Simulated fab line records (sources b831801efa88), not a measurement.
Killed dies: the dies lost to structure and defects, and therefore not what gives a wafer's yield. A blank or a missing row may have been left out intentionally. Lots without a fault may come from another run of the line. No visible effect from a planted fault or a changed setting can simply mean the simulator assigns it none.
Struck lot and sound lot, side by side :: flow sfq_line :: 43 out of 325 route steps
Sound: wafers L220.2, L220.3, L220.4. Wafers struck: L227.1, L227.4, L227.6. Last of all comes the cause.
Each step with rows lists, per side, the tool, then ch with its chambers, then its first start. Under that, the readings that differ: sound wafers :: struck wafers :: difference of the means :: sigmas: that difference in standard deviations of wafers without a fault.
alike: same words and numbers on both sides, and readings whose means sit less than 2 such deviations apart. not compared: any withheld reading, any reading some wafer has no value for, any bound like >300 that may hide the same value, and any number with overlapping values for which the record gives no deviation.
Wherever a step has rows on one side only, a row that says differs or no value, or a row with sigmas, the two part there. Non-overlapping numbers with no deviation appear without sigmas and do not part them. A reading missing from all wafers of one side parts the sides only when that side holds two or more wafers.

first, 5 steps without rows for these wafers: SFQ_TRILAYER_M5_STRIP_SOLV_CLEAN_128 (cleans in NMP, time 600 s); SFQ_TRILAYER_A5B_DEP_PECVD_129 (deposits SiO2 from SiH4/N2O, time 133.33 s, target thk 600 nm); SFQ_TRILAYER_A5B_CMP_CMP_130 (polishes, stops on Nb, target thk 340.7 nm); SFQ_TRILAYER_A5B_METRO_MEASURE_131; SFQ_TRILAYER_R5_DEP_SPUTTER_132 (material Ti, target thk 5 nm, time 5 s).
SFQ_TRILAYER_R5_DEP_SPUTTER_133: material MoNx, target thk 40 nm, time 66.7 s.
  sound on pvd_sputter-03 at day 58 21:26; struck on pvd_sputter-05 at day 62 20:36
  alike: chamber_pressure_pa, throttle_valve_pct
SFQ_TRILAYER_R5_DEP_SPUTTER_134: material Ti, target thk 5 nm, time 5 s.
  sound on pvd_sputter-03 at day 58 21:29; struck on pvd_sputter-05 at day 62 20:39
  alike: chamber_pressure_pa, throttle_valve_pct
SFQ_R5_RS_MEAS_933: measurement is done with a four-point probe.
  sound on film_metro-04 at day 58 21:32; struck on film_metro-04 at day 62 20:40
  alike: R5_MONX_RS
SFQ_R5_THK_MEAS_934: measures by xrf.
  sound on film_metro-04 at day 58 21:38; struck on film_metro-04 at day 62 20:47
  alike: R5_MONX_THK
then, 3 steps without rows for these wafers: SFQ_TRILAYER_R5_LITHO_COAT_141 (resist thk 62 nm); SFQ_TRILAYER_R5_LITHO_COAT_136 (resist thk 600 nm); SFQ_TRILAYER_R5_LITHO_SOFTBAKE_140.
SFQ_TRILAYER_R5_LITHO_EXPOSE_137: exposes mask R5, target cd 500 nm.
  sound on krf_scanner-02 ch 0, day 58 22:46; struck on krf_scanner-01 ch 0, day 62 22:29
  alike: mask
then, 2 steps without rows for these wafers: SFQ_TRILAYER_R5_LITHO_PEB_139 (peb time 60 s); SFQ_TRILAYER_R5_LITHO_DEVELOP_138 (time 60 s).
SFQ_R5_OVL_MEAS_935:
  sound on overlay-02 at day 59 00:04; struck on overlay-01 at day 62 23:59
  alike: R5_OVL
SFQ_TRILAYER_R5_BARC_OPEN_METAL_ETCH_177: etches BARC in O2, target depth 125 nm, time 41.7 s.
  sound on rie_metal-04 ch 0,1, day 59 00:06; struck on rie_metal-01 ch 0,1, day 63 00:01
reading: he_backside_leak_sccm (sccm)
sound: 3.20 3.05 3.28
struck: 3.60 3.86 3.53
difference: +0.49
sigmas: +2

reading: model.R5.cd_nm (nm)
sound: 499.2 499.2 499.8
struck: 477.7 488.7 497.3
difference: -11.5
sigmas: 
  alike: drypump_motor_current_A, oes_product_au
  not compared: rf_hours_counter_h
SFQ_TRILAYER_R5_ETCH_METAL_ETCH_139: etches the open film in Cl2, stops on SiO2, target depth 60 nm, time 40 s.
  sound on rie_metal-04 ch 0,1, day 59 00:10; struck on rie_metal-01 ch 0,1, day 63 00:05
reading: he_backside_leak_sccm (sccm)
sound: 3.25 3.12 3.03
struck: 3.43 3.85 3.67
difference: +0.52
sigmas: +2

reading: model.R5.cd_nm (nm)
sound: 499.3 499.2 500.6
struck: 477.3 489 497.3
difference: -11.8
sigmas: 
  alike: drypump_motor_current_A, oes_product_au
  not compared: rf_hours_counter_h
then, 2 steps without rows for these wafers: SFQ_TRILAYER_R5_STRIP_STRIP_140 (strips in O2); SFQ_TRILAYER_R5_STRIP_SOLV_CLEAN_141 (cleans in NMP, time 600 s).
SFQ_TRILAYER_A5C_DEP_PECVD_142: deposits SiO2 from SiH4/N2O, time 15.556 s, target thk 70 nm.
  sound on pecvd-03 ch 0,1,2, day 59 01:31; struck on pecvd-03 ch 0,1,2, day 63 00:55
  alike: heater_power_w, throttle_valve_pct
then, 6 steps without rows for these wafers: SFQ_TRILAYER_I5_LITHO_COAT_149 (resist thk 62 nm); SFQ_TRILAYER_I5_LITHO_COAT_144 (resist thk 650 nm); SFQ_TRILAYER_I5_LITHO_SOFTBAKE_148; SFQ_TRILAYER_I5_LITHO_EXPOSE_145 (exposes mask I5, target cd 700 nm); SFQ_TRILAYER_I5_LITHO_PEB_147 (peb time 60 s); SFQ_TRILAYER_I5_LITHO_DEVELOP_146 (time 60 s).
-- the record jumps here: 5 days lie between the struck wafers' starts before and after --
SFQ_I5_OVL_MEAS_936:
  sound on overlay-02 at day 63 22:16; struck on overlay-01 at day 67 20:54
  alike: I5_OVL
then, 10 steps without rows for these wafers: SFQ_TRILAYER_I5_BARC_OPEN_VIA_ETCH_200 (etches BARC in O2, target depth 125 nm, time 41.7 s); SFQ_TRILAYER_I5_ETCH_VIA_ETCH_147 (etches the open film in CHF3, stops on Nb, target depth 360 nm); SFQ_TRILAYER_I5_STRIP_STRIP_148 (strips in O2); SFQ_TRILAYER_I5_STRIP_SOLV_CLEAN_149 (cleans in NMP, time 600 s); SFQ_TRILAYER_C5_LITHO_COAT_156 (resist thk 62 nm); SFQ_TRILAYER_C5_LITHO_COAT_151 (resist thk 650 nm); SFQ_TRILAYER_C5_LITHO_SOFTBAKE_155; SFQ_TRILAYER_C5_LITHO_EXPOSE_152 (exposes mask C5, target cd 500 nm); SFQ_TRILAYER_C5_LITHO_PEB_154 (peb time 60 s); SFQ_TRILAYER_C5_LITHO_DEVELOP_153 (time 60 s).
-- the record jumps here: 3 days lie between the struck wafers' starts before and after --
SFQ_C5_OVL_MEAS_937:
  sound on overlay-02 at day 68 09:54; struck on overlay-01 at day 70 18:23
  alike: C5_OVL
SFQ_TRILAYER_C5_BARC_OPEN_VIA_ETCH_210: etches BARC in O2, target depth 125 nm, time 41.7 s.
  sound on rie_diel-01 ch 0,1,2, day 68 09:56; struck on rie_diel-03 ch 0,1,3, day 70 18:26
  alike: drypump_motor_current_A, oes_product_au
  not compared: rf_hours_counter_h
then, 1 step without rows for these wafers: SFQ_TRILAYER_C5_ETCH_VIA_ETCH_154 (etches SiO2 in CHF3, stops on Nb, target depth 84 nm).
SFQ_TRILAYER_C5_STRIP_STRIP_155: strips in O2.
  sound on rie_metal-01 ch 1, day 68 10:13; struck on rie_metal-02 ch 0,1, day 70 18:31
reading: he_backside_leak_sccm (sccm)
sound: 3.83 3.65 3.84
struck: 3.27 3.28 3.30
difference: -0.49
sigmas: -2
  alike: drypump_motor_current_A, oes_product_au
  not compared: rf_hours_counter_h
-- the record jumps here: 16 days lie between the struck wafers' starts before and after --
SFQ_M8_BOW_MEAS_951:
  sound on film_metro-03 at day 86 04:28; struck on film_metro-01 at day 87 01:20
reading: model.etest.r5.ohm_um
sound: 14.27 14.2 14.02
struck: 14.96 14.31 14.46
difference: +0.41
sigmas: 
  alike: M8_BOW

WHERE THEY PART
First at SFQ_TRILAYER_R5_BARC_OPEN_METAL_ETCH_177; last, within this record, at SFQ_TRILAYER_C5_STRIP_STRIP_155. Later steps at which nothing parts them and some readings are alike: SFQ_M8_BOW_MEAS_951.

WHY: the cause the simulator had injected
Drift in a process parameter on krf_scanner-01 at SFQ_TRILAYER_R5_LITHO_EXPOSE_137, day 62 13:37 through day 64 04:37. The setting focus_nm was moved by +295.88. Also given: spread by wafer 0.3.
